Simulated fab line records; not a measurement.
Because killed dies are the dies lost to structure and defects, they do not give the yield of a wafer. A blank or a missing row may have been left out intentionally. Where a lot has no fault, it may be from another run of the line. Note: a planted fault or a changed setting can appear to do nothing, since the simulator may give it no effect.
Which tool did it? + flow sky130 + 18 wafers from 6 lots sampled at 2 of the route's 708 steps

== WHAT EACH GAUGE READ, for each wafer ==
SKY_LI_CONTACT_OVL_MEAS_13.
| lot  | measured     | on         | LI_CONTACT_OVL (nm) |
|------|--------------|------------|---------------------|
| L819 | day 29 05:24 | overlay-02 | 9 17 -1             |
| L820 | day 31 09:46 | overlay-01 | 9 -2 -3             |
| L823 | day 31 14:07 | overlay-02 | 7 0 5               |
| L828 | day 32 08:19 | overlay-02 | 0 -2 -11            |
| L832 | day 33 15:51 | overlay-02 | -9 8 -9             |
| L834 | day 34 17:39 | overlay-01 | 12 12 14            |

== EACH LOT AND THE TOOL THAT RAN IT (in order: tool; ch and the chambers of the sampled wafers; start) ==
| lot  | SKY_LDD_HVN_STRIP_09                |
|------|-------------------------------------|
| L819 | plasmaAsher-01 ch 0,1, day 20 10:41 |
| L820 | plasmaAsher-01 ch 0,1, day 22 17:58 |
| L823 | plasmaAsher-04 ch 0,1, day 22 22:16 |
| L828 | plasmaAsher-02 ch 0,1, day 23 19:59 |
| L832 | plasmaAsher-04 ch 0,1, day 25 07:20 |
| L834 | plasmaAsher-04 ch 0,1, day 26 11:17 |
- SKY_LDD_HVN_STRIP_09: strips in O2/N2.

== THE ANSWER, worked out from the rows above alone ==
Rule: the usual values come from the lots themselves. Put in order of their means at a reading, lots are off if they are a third of the lots or fewer, leave a main group of 4 or more, and stand apart from it by a gap of 3 or more times the standard deviation of the main group's means; of several such gaps the widest counts. If all means in a main group match to the digits the tables above print for the reading, that group is not used. Also off: a lot with no number at a reading for which 4 or more lots have one. All remaining lots with rows at the step are treated as sound.
Nothing can be told from this: no lot is off at any reading shown.

== WHAT THE SIMULATOR HAD PUT IN ==
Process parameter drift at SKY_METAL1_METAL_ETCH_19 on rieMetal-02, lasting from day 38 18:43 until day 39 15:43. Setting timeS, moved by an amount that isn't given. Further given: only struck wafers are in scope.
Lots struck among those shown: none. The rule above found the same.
